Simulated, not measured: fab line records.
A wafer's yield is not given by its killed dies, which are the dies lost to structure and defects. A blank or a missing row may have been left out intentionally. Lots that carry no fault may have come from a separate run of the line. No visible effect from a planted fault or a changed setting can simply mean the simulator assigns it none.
Problem report in the 8D (eight disciplines) form, filled by code | flow sky130 | the parts of the form that need people (team, actions taken, sign-off) are left out

## 1. WHAT WENT WRONG
At SKY_METAL2_EXPOSE_12, exposure dose mJ cm2 averages 28.522 over 6 wafers from 2 lots, while fault-free wafers read 28.005, standard deviation 0.029. Measured from the usual mean, that is +18 standard deviations.
The step: exposes mask MM2, target cd 140 nm.
The first sign was on wafer L541.2 at day 37 23:02, on krf scanner-01. Wafers with a number at this step in the record: 18, from 6 lots. By rule, "out" or "out of limits" means more than 4 standard deviations away from the usual mean. All remaining wafers that have a number are taken as sound.

## 2. WHAT IT IS, AND WHAT IT ISN'T
question                    | is                     | is not
which readings at this step | exposure dose mJ cm2   | -
which lots                  | L541, L545             | L535, L540, L549, L553
which wafers of those lots  | all that have a number | -
read on which tools         | krf scanner-01         | krf scanner-02
when                        | from day 37 23:02      | up to then (6 sound wafers); but 6 sound wafers of L549, L553 came after

## 3. SUSPECTS, AND WHAT RULES EACH OUT
Counting: a tool at any process step up to the reading remains a suspect when it ran all the lots that are out and ran no sound lot after the first of those.
- pvd sputter-01 at SKY_METAL2_SPUTTER_00 (material Ti, target thk 15 nm, time 10 s): kept. It ran every lot that is out, first L541 (day 37 10:17), and no sound lot after that; its last sound lot up to then is L540 (day 37 06:44).
- pvd sputter-01 at SKY_METAL2_SPUTTER_01 (material TiN, target thk 20 nm, time 16.7 s): kept. It ran every lot that is out, first L541 (day 37 10:19), and no sound lot after that; its last sound lot up to then is L540 (day 37 06:45).
- pvd sputter-01 at SKY_METAL2_SPUTTER_03 (material Ti, target thk 5 nm, time 3.3 s): kept. It ran every lot that is out, first L541 (day 37 10:22), and no sound lot after that; its last sound lot up to then is L540 (day 37 06:48).
- pvd sputter-01 at SKY_METAL2_SPUTTER_04 (material TiN, target thk 70 nm, time 58.3 s): kept. It ran every lot that is out, first L541 (day 37 10:22), and no sound lot after that; its last sound lot up to then is L540 (day 37 06:49).
- krf scanner-01 at SKY_METAL2_EXPOSE_12 (exposes mask MM2, target cd 140 nm): kept. It ran every lot that is out, first L541 (day 37 23:02), and no sound lot after that; its last sound lot up to then is L540 (day 37 19:32). Its own exposure dose mJ cm2 readings are out on those wafers.
Left after counting: pvd sputter-01 at SKY_METAL2_SPUTTER_00, pvd sputter-01 at SKY_METAL2_SPUTTER_01, pvd sputter-01 at SKY_METAL2_SPUTTER_03, pvd sputter-01 at SKY_METAL2_SPUTTER_04, krf scanner-01 at SKY_METAL2_EXPOSE_12.

## 4. THE CAUSE (what the simulator had put in)
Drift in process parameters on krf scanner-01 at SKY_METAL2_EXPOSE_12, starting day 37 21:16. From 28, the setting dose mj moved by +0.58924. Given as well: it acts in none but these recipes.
5 suspects survive the count, and this tool is in that group.

## 5. THE EFFECT CHAIN, in route order
Each row: a reading where the mean over the struck wafers with a number is more than 3 standard deviations away from the usual. Only readings whose record carries a usual standard deviation are examined. hours: median over the lots of the time between each lot's start at the first step of this table that gives one and its start at this step. sigmas: the change, counted in usual standard deviations.
hours | step                 | reading              | usual  | on struck wafers | change | sigmas
0     | SKY_METAL2_EXPOSE_12 | exposure dose mJ cm2 | 28.005 | 28.522           | +0.517 | +18
Here are the process steps it includes:
- SKY_METAL2_EXPOSE_12: exposes mask MM2, target cd 140 nm.
At these later measuring or inspecting steps, every struck wafer for which the step has a row has a number for every such reading, and none has moved that far: SKY_METAL2_CD_MEAS_15, SKY_METAL2_OVL_MEAS_16.

## 6. HOW IT WOULD HAVE BEEN CAUGHT EARLIER
In this record no reading fell out of limits until day 37 23:02, 2 hours after the fault had begun at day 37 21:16.
